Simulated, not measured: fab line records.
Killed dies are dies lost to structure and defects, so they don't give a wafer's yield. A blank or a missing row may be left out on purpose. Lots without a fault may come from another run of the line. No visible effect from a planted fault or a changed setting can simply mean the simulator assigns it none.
A struck lot beside a sound one    flow sky130    17 out of 708 route steps
Sound: wafers L529.1, L529.2, L529.3. Struck: wafers L534.1, L534.3, L534.4. The cause comes at the end.
Each step with rows lists, per side, the tool, then ch with its chambers, then its first start. Under that, the readings that differ: sound wafers    struck wafers    difference of the means    sigmas: that difference in standard deviations of wafers without a fault.
alike: readings whose means differ by less than 2 such deviations, and words and numbers that are the same on both sides. not compared: withheld readings, readings that some wafer has no value for, bounds like >300 that may hide the same value, and numbers for which the record gives no deviation and whose values overlap.
The two part at a step that has a row with sigmas, a row that says differs or no value, or rows on one side only. Non-overlapping numbers with no deviation appear without sigmas and do not part them. Lack of a reading on every wafer of one side parts them only where that side has two or more wafers.

first, 3 steps without rows for these wafers: SKY_VIA3_EXPOSE_09 (exposes mask VIM3, target cd 200 nm); SKY_VIA3_PEB_10; SKY_VIA3_DEVELOP_11 (develop time 60 s).
SKY_VIA3_CD_MEAS_12 targets a cd of 200 nm.
  struck on cd sem-02, day 42 13:53; sound on cd sem-01, day 41 02:08
  alike: cd nm
SKY_VIA3_OVL_MEAS_13:
  struck on overlay-02, day 42 14:00; sound on overlay-02, day 41 02:16
  alike: VIA3_OVL
SKY_VIA3_ETCH_14: etches BARC in N2/H2, stops on SiO2, time 45.9 s, target depth 60 nm.
  sound on rie diel-04 ch 0,1,3, day 41 02:17; struck on rie diel-03 ch 0,1,2, day 42 14:02
  alike: drypump motor current A, h2 flow sccm, oes product au, throttle valve pct
  not compared: rf hours counter h
SKY_VIA3_ETCH_15: etches SiO2 in C4F8/O2/Ar, stops on TiN, target depth 507 nm, time 78 s.
  sound on rie diel-04 ch 0,1,3, day 41 02:20; struck on rie diel-03 ch 0,1,2, day 42 14:05
  alike: oes product au
  not compared: rf hours counter h
SKY_VIA3_STRIP_16: strips in O2/N2.
  sound on plasma asher-03 ch 0,1, day 41 02:23; struck on plasma asher-03 ch 0,1, day 42 14:08
  alike: drypump motor current A, oes product au, strip time to endpoint s
  not compared: rf hours counter h
then, 3 steps without rows for these wafers: SKY_VIA3_STRIP_17 (strips in post etch residue remover, time 1200 s); SKY_VIA3_CLEAN_18 (cleans in IPA, time 180 s); SKY_VIA3_CLEAN_19 (cleans in O3/DIW).
SKY_VIA3_SPUTTER_20: material TiN, target thk 20 nm, time 80 s.
  struck on pvd sputter-03, day 42 14:45; sound on pvd sputter-02, day 41 02:59
  alike: throttle valve pct
SKY_VIA3_CVD_21: deposits W, target thk 390 nm, time 117.31 s.
  sound on cvd w-01 ch 0,1, day 41 03:03; struck on cvd w-01 ch 0,1, day 42 14:49
reading                             sound            struck             difference  sigmas
model.W_of_VIA3_CVD_21.thk nm (nm)  383 384.7 389.9  412.5 417.7 412.1  +28.2       
  alike: heater power w
SKY_VIA3_RS_MEAS_22: uses a four-point probe to measure.
  struck on film metro-03, day 42 14:56; sound on film metro-03, day 41 03:10
reading             sound              struck             difference  sigmas
VIA3_W_RS (ohm/sq)  0.300 0.298 0.294  0.278 0.274 0.278  -0.021      -5
SKY_VIA3_THK_MEAS_23: measures by xrf.
  struck on film metro-03, day 42 15:03; sound on film metro-03, day 41 03:17
reading          sound        struck       difference  sigmas
VIA3_W_THK (nm)  377 375 384  406 408 401  +26         +3
SKY_VIA3_CMP_24: polishes, stops on SiO2, t overpolish 20 s, target thk 0 nm.
  sound on cmp-01 ch 0,1,3, day 41 03:21; struck on cmp-01 ch 0,2,3, day 42 15:11
  alike: motor current A, slurry filter dp kPa, slurry flow ml min
-- the record jumps here: 6 days lie between the struck wafers' starts before and after (it left off in module VIA3 and takes up again in module PAD_OPEN, whose first step shown is number 708 of the route) --
SKY_PAD_OPEN_PROBE_99:
  struck on prober-01, day 48 06:00; sound on prober-02, day 46 23:46
  alike: defect limited yield, killed_at_M0_to_M3, killed_at_M4_up, killed at contacts, killed at front end, killed at other, killed dies, killed open, killed short, sort_bin_3_pad_short, sort_bin_5_function, sort_bin_6_memory, sort n pass, sort yield pct

## WHERE THEY PART
Last at SKY_VIA3_THK_MEAS_23 as far as this record goes, first at SKY_VIA3_RS_MEAS_22. Later steps at which nothing parts them and some readings are alike: SKY_VIA3_CMP_24, SKY_PAD_OPEN_PROBE_99.

WHY: whatever the simulator had introduced
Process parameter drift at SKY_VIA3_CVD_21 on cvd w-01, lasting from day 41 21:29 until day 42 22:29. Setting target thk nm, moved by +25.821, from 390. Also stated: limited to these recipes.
